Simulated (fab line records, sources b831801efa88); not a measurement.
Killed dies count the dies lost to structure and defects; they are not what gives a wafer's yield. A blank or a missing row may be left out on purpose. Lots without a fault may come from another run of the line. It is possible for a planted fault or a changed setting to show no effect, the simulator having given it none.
fab line records | flow gf180mcu | part 2 of 2: steps 26 to 34 of 34
[record] lots = 5 | wafers = 15 | last_day = 33
route steps=602 shown VT_IMPLANT@134 MVSD@136 NWELL@137 LVPWELL@138 MVPSD@139 DUAL_GATE@141 POLY_GATE@157
lots with no fault: from the same line, run without faults
start_h: hours from the record's opening day to when the first of the lot's shown wafers began | wait_h: hours since the lot's step before | " unchanged from the row above | L1.1+2: a single row standing in for several wafers | - no value, or no start given | * or withheld: withheld | < > ~ a bound
route shown NAME@n: a module of which the file shows steps, and the number in the route of the first | usual: average and standard deviation across the fault-free wafers | same: alike in all rows | chamber/n: place in a boat | sites: readings site by site | _std_site: how widely they spread, as a standard deviation | _edge_site: the outer-site mean with the inner-site mean subtracted | radius_mm: how far each site lies from the wafer's centre | mask NAME#n: copy n | behind: the tool/chamber that last shaped the wafer | hold: why the lot was held/for how many hours/how that ended | device: transistor that didn't switch, given as n, p or np | end of line: tests of these same wafers at the route's end | a step without rows: its recipe alone | killed: dies that structure and defects cost at the first sort, which is not the same as the wafer's yield | map: shows each die of a wafer: x if killed, . if not, _ if none is there
set.NAME: the run value of the setting; set.NAME@STEP: its run value at that earlier step | model.NAME: the simulator's own value behind a step, which no gauge read
lots at some steps of the route; a table a step, a row a wafer
services: the hour from which a tool's chamber was out of use, counted from the record's first day as start_h (under 0 if before that day), plus the number of hours and why
[[steps]]
[step GF_POLY_GATE_DEHYDRATE_02]
[recipe] temp_c = 200 | time_s = 60
[usual] chill_plate_temp_C = 22.99/0.11 | resist_line_temp_C = 22.97/0.11
lot.wafer | tool           | chamber | start_h | wait_h | chill_plate_temp_C | resist_line_temp_C
L075.2    | litho_track-01 | 0       | 196.26  | 8.2    | 23.04              | 22.99
L075.3    | "              | 0       | "       | "      | 23.11              | 23.00
L075.4    | "              | 0       | "       | "      | 23.02              | 23.02
L087.2    | litho_track-04 | 0       | 281.49  | 8.5    | 22.98              | 22.98
L087.5    | "              | 0       | "       | "      | 22.97              | 23.06
L087.6    | "              | 0       | "       | "      | 23.02              | 22.80
L088.2    | litho_track-03 | 0       | 284.07  | 9.2    | 23.00              | 23.23
L088.3    | "              | 0       | "       | "      | 22.93              | 23.06
L088.4    | "              | 0       | "       | "      | 22.86              | 23.13
L091.2    | litho_track-03 | 0       | 307.42  | 9.8    | 23.12              | 23.14
L091.3    | "              | 0       | "       | "      | 22.91              | 22.98
L091.4    | "              | 0       | "       | "      | 23.05              | 22.90
L093.1    | litho_track-03 | 0       | 317.64  | 9.8    | 22.87              | 23.11
L093.2    | "              | 0       | "       | "      | 22.91              | 22.86
L093.5    | "              | 0       | "       | "      | 22.91              | 22.99
[step GF_POLY_GATE_HMDS_03]
[recipe] prime_time_s = 60 | prime_temp_c = 120
[usual] chill_plate_temp_C = 23.00/0.1 | resist_line_temp_C = 22.99/0.096
[same] prime_time_s = 60
lot.wafer | tool           | chamber | start_h | wait_h | chill_plate_temp_C | resist_line_temp_C
L075.2    | litho_track-01 | 0       | 196.41  | 0.1    | 22.93              | 23.00
L075.3    | "              | 0       | "       | "      | 22.99              | 22.98
L075.4    | "              | 0       | "       | "      | 22.98              | 22.93
L087.2    | litho_track-04 | 0       | 281.64  | 0.1    | 22.95              | 22.94
L087.5    | "              | 0       | "       | "      | 23.04              | 22.95
L087.6    | "              | 0       | "       | "      | 23.06              | 22.89
L088.2    | litho_track-03 | 0       | 284.22  | 0.1    | 22.93              | 23.08
L088.3    | "              | 0       | "       | "      | 22.90              | 22.93
L088.4    | "              | 0       | "       | "      | 22.91              | 23.03
L091.2    | litho_track-03 | 0       | 307.57  | 0.1    | 22.92              | 23.01
L091.3    | "              | 0       | "       | "      | 23.07              | 23.04
L091.4    | "              | 0       | "       | "      | 23.03              | 23.11
L093.1    | litho_track-03 | 0       | 317.79  | 0.1    | 23.07              | 22.85
L093.2    | "              | 0       | "       | "      | 23.02              | 22.93
L093.5    | "              | 0       | "       | "      | 23.08              | 22.96
[step GF_POLY_GATE_COAT_04]
[recipe] resist = BARC | temp_c = withheld | time_s = withheld | spin_rpm = withheld | resist_thk_nm = withheld
[usual] chill_plate_temp_C = * | resist_line_temp_C = *
lot.wafer | tool           | chamber | start_h | wait_h | chill_plate_temp_C | resist_line_temp_C
L075.2    | litho_track-01 | 0       | 196.56  | 0.1    | *                  | *
L075.3    | "              | 0       | "       | "      | *                  | *
L075.4    | "              | 0       | "       | "      | *                  | *
L087.2    | litho_track-04 | 0       | 281.79  | 0.1    | *                  | *
L087.5    | "              | 0       | "       | "      | *                  | *
L087.6    | "              | 0       | "       | "      | *                  | *
L088.2    | litho_track-03 | 0       | 284.37  | 0.1    | *                  | *
L088.3    | "              | 0       | "       | "      | *                  | *
L088.4    | "              | 0       | "       | "      | *                  | *
L091.2    | litho_track-03 | 0       | 307.72  | 0.1    | *                  | *
L091.3    | "              | 0       | "       | "      | *                  | *
L091.4    | "              | 0       | "       | "      | *                  | *
L093.1    | litho_track-03 | 0       | 317.94  | 0.1    | *                  | *
L093.2    | "              | 0       | "       | "      | *                  | *
L093.5    | "              | 0       | "       | "      | *                  | *
[step GF_POLY_GATE_COAT_05]
[recipe] resist = KrF | spin_rpm = withheld | resist_thk_nm = 700
[usual] chill_plate_temp_C = 23.01/0.11 | resist_line_temp_C = 22.99/0.095
lot.wafer | tool           | chamber | start_h | wait_h | chill_plate_temp_C | resist_line_temp_C
L075.2    | litho_track-01 | 0       | -       | -      | 23.04              | 22.96
L075.3    | "              | 0       | "       | "      | 22.97              | 23.12
L075.4    | "              | 0       | "       | "      | 22.97              | 23.10
L087.2    | litho_track-04 | 0       | -       | -      | 23.04              | 22.92
L087.5    | "              | 0       | "       | "      | 22.90              | 23.17
L087.6    | "              | 0       | "       | "      | 22.91              | 23.00
L088.2    | litho_track-03 | 0       | -       | -      | 23.14              | 23.07
L088.3    | "              | 0       | "       | "      | 23.00              | 23.00
L088.4    | "              | 0       | "       | "      | 22.93              | 22.98
L091.2    | litho_track-03 | 0       | -       | -      | 22.98              | 22.87
L091.3    | "              | 0       | "       | "      | 23.12              | 22.75
L091.4    | "              | 0       | "       | "      | 22.96              | 22.98
L093.1    | litho_track-03 | 0       | -       | -      | 22.91              | 23.06
L093.2    | "              | 0       | "       | "      | 23.12              | 22.92
L093.5    | "              | 0       | "       | "      | 23.22              | 23.02
[step GF_POLY_GATE_SOFTBAKE_06]
[recipe] temp_c = 130 | time_s = 60 | resist = KrF
[usual] chill_plate_temp_C = 22.98/0.12 | resist_line_temp_C = 22.99/0.11
lot.wafer | tool           | chamber | start_h | wait_h | chill_plate_temp_C | resist_line_temp_C
L075.2    | litho_track-01 | 0       | -       | -      | 23.25              | 23.09
L075.3    | "              | 0       | "       | "      | 23.25              | 23.12
L075.4    | "              | 0       | "       | "      | 23.26              | 22.94
L087.2    | litho_track-04 | 0       | -       | -      | 23.06              | 22.96
L087.5    | "              | 0       | "       | "      | 22.97              | 23.10
L087.6    | "              | 0       | "       | "      | 22.99              | 22.95
L088.2    | litho_track-03 | 0       | -       | -      | 23.01              | 23.01
L088.3    | "              | 0       | "       | "      | 23.01              | 22.94
L088.4    | "              | 0       | "       | "      | 22.89              | 23.01
L091.2    | litho_track-03 | 0       | -       | -      | 22.80              | 22.76
L091.3    | "              | 0       | "       | "      | 22.82              | 22.75
L091.4    | "              | 0       | "       | "      | 22.86              | 22.86
L093.1    | litho_track-03 | 0       | -       | -      | 22.67              | 23.00
L093.2    | "              | 0       | "       | "      | 22.86              | 22.90
L093.5    | "              | 0       | "       | "      | 22.83              | 23.12
[step GF_POLY_GATE_EXPOSE_07]
[recipe] mask_id = Poly2 | target_cd_nm = 280 | na = 0.68 | source_shape = conventional | sigma_outer = 0.6 | dose_mj = 28
lot.wafer  | tool           | chamber | start_h | wait_h | mask
L075.2+3+4 | krf_scanner-01 | 0       | -       | -      | Poly2#0
L087.2+5+6 | krf_scanner-01 | 0       | -       | -      | Poly2#0
L088.2+3+4 | krf_scanner-01 | 0       | -       | -      | Poly2#0
L091.2+3+4 | krf_scanner-02 | 0       | -       | -      | Poly2#0
L093.1+2+5 | krf_scanner-02 | 0       | -       | -      | Poly2#0
[step GF_POLY_GATE_PEB_08]
[recipe] peb_temp_c = 135 | peb_time_s = 90 | resist = KrF
[usual] chill_plate_temp_C = 23.00/0.11 | resist_line_temp_C = 23.00/0.11
lot.wafer | tool           | chamber | start_h | wait_h | chill_plate_temp_C | resist_line_temp_C
L075.2    | litho_track-03 | 0       | -       | -      | 22.95              | 22.95
L075.3    | "              | 0       | "       | "      | 22.90              | 23.21
L075.4    | "              | 0       | "       | "      | 22.81              | 23.11
L087.2    | litho_track-01 | 0       | -       | -      | 23.13              | 22.88
L087.5    | "              | 0       | "       | "      | 23.05              | 22.85
L087.6    | "              | 0       | "       | "      | 22.94              | 22.94
L088.2    | litho_track-01 | 0       | -       | -      | 23.21              | 23.01
L088.3    | "              | 0       | "       | "      | 22.95              | 22.97
L088.4    | "              | 0       | "       | "      | 23.20              | 23.08
L091.2    | litho_track-04 | 0       | -       | -      | 23.01              | 23.06
L091.3    | "              | 0       | "       | "      | 22.87              | 23.02
L091.4    | "              | 0       | "       | "      | 22.79              | 23.16
L093.1    | litho_track-04 | 0       | -       | -      | 23.08              | 23.00
L093.2    | "              | 0       | "       | "      | 23.07              | 23.03
L093.5    | "              | 0       | "       | "      | 22.90              | 22.88
[step GF_POLY_GATE_DEVELOP_09]
[recipe] develop_time_s = 60 | resist = KrF | dev_temp_c = 21
[usual] chill_plate_temp_C = 22.99/0.11 | resist_line_temp_C = 23.00/0.1
lot.wafer | tool           | chamber | start_h | wait_h | chill_plate_temp_C | resist_line_temp_C
L075.2    | litho_track-03 | 0       | 204.52  | 0.2    | 23.06              | 22.94
L075.3    | "              | 0       | "       | "      | 22.94              | 22.90
L075.4    | "              | 0       | "       | "      | 22.86              | 22.98
L087.2    | litho_track-01 | 0       | 291.75  | 0.2    | 22.97              | 22.97
L087.5    | "              | 0       | "       | "      | 22.99              | 23.14
L087.6    | "              | 0       | "       | "      | 23.12              | 23.04
L088.2    | litho_track-01 | 0       | 295.00  | 0.2    | 22.97              | 22.93
L088.3    | "              | 0       | "       | "      | 23.08              | 22.99
L088.4    | "              | 0       | "       | "      | 22.97              | 23.05
L091.2    | litho_track-04 | 0       | 318.03  | 0.2    | 23.12              | 23.26
L091.3    | "              | 0       | "       | "      | 22.93              | 23.01
L091.4    | "              | 0       | "       | "      | 23.00              | 23.14
L093.1    | litho_track-04 | 0       | 328.51  | 0.2    | 23.00              | 23.21
L093.2    | "              | 0       | "       | "      | 22.90              | 23.18
L093.5    | "              | 0       | "       | "      | 22.89              | 23.00
[step GF_POLY_GATE_CD_MEAS_10]
[recipe] target_cd_nm = 280
[usual] cd_nm = 280.0/1.1
lot.wafer | tool      | chamber | start_h | wait_h | cd_nm
L075.2    | cd_sem-01 | -       | 204.67  | 0.1    | 279.0
L075.3    | "         | -       | "       | "      | 280.0
L075.4    | "         | -       | "       | "      | 278.4
L087.2    | cd_sem-01 | -       | 291.90  | 0.1    | 278.5
L087.5    | "         | -       | "       | "      | 279.0
L087.6    | "         | -       | "       | "      | 278.5
L088.2    | cd_sem-01 | -       | 295.15  | 0.1    | 281.1
L088.3    | "         | -       | "       | "      | 281.5
L088.4    | "         | -       | "       | "      | 280.6
L091.2    | cd_sem-01 | -       | 318.18  | 0.1    | 280.1
L091.3    | "         | -       | "       | "      | 280.3
L091.4    | "         | -       | "       | "      | 280.5
L093.1    | cd_sem-02 | -       | 328.66  | 0.1    | 279.9
L093.2    | "         | -       | "       | "      | 280.1
L093.5    | "         | -       | "       | "      | 280.1
[[services]]
tool             | chamber | start_h | hours | kind
wet_bench-02     | -       | 142.64  | 3.1   | repair
krf_scanner-01   | -       | 145.81  | 0.8   | pm
lpcvd-01         | -       | 148.56  | 0.3   | repair
wet_bench-02     | -       | 158.19  | 3.0   | repair
krf_scanner-01   | -       | 166.31  | 4.4   | pm
lpcvd-01         | -       | 176.93  | 1.1   | repair
krf_scanner-02   | -       | 177.71  | 0.8   | pm
rtp_anneal-01    | -       | 178.40  | 3.8   | pm
krf_scanner-02   | -       | 184.26  | 1.0   | pm
iline_stepper-01 | -       | 196.51  | 0.7   | repair
krf_scanner-01   | -       | 203.37  | 1.0   | pm
krf_scanner-01   | -       | 213.54  | 34.3  | repair
furnace-01       | -       | 223.73  | 4.8   | repair
lpcvd-02         | -       | 236.39  | 1.2   | repair
furnace-01       | -       | 243.51  | 3.8   | pm
iline_stepper-01 | -       | 258.18  | 1.7   | pm
wet_bench-02     | -       | 258.32  | 0.9   | repair
iline_stepper-01 | -       | 267.11  | 0.9   | repair
furnace-02       | -       | 272.35  | 2.8   | pm
furnace-01       | -       | 282.08  | 3.4   | pm
furnace-02       | -       | 294.00  | 4.2   | pm
krf_scanner-01   | -       | 296.96  | 0.5   | repair
krf_scanner-01   | -       | 313.74  | 1.3   | pm
krf_scanner-01   | -       | 315.04  | 0.8   | pm
